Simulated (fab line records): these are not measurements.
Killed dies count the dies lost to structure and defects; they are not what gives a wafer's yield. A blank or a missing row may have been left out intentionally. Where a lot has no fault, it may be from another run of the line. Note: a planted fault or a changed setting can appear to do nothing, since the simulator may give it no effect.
Which of the tools did it?    flow sky130    route of 708 steps, sampled at 1 step: 6 lots, 17 wafers

## WHAT EACH GAUGE READ, for each wafer
SKY_POLY_GATE_THK_MEAS_04.
lot   measured      on             POLY_GATE_CVD_03_THK (nm)
L393  day 16 02:47  film-metro-04  76.0 75.5 75.7
L396  day 16 14:58  film-metro-03  74.7 75.2 75.2
L398  day 17 09:23  film-metro-04  74.8 74.8 74.6
L407  day 20 19:38  film-metro-02  73.8 74.4 74.3
L410  day 23 03:14  film-metro-03  75.5 76.2
L414  day 23 03:17  film-metro-02  73.5 74.1 74.2

## WHICH TOOL RAN EACH LOT (tool, then ch and the chambers of the sampled wafers, then the start)
No process step before these readings appears in the record.

## THE ANSWER, worked out from the rows above alone
Rule: what is usual is taken from the lots themselves. Put in order of their means at a reading, lots are off if they are a third of the lots or fewer, leave a main group of 4 or more, and stand apart from it by a gap of 3 or more times the standard deviation of the main group's means; of several such gaps the widest counts. If all means in a main group match to the digits the tables above print for the reading, that group is not used. A lot without any number at a reading at which 4 lots or more have one is off too. Where the step has rows for the other lots, those lots are counted as sound.
No lot is off on any of the readings shown, so nothing can be concluded from this.

## WHAT HAD BEEN PUT IN BY THE SIMULATOR
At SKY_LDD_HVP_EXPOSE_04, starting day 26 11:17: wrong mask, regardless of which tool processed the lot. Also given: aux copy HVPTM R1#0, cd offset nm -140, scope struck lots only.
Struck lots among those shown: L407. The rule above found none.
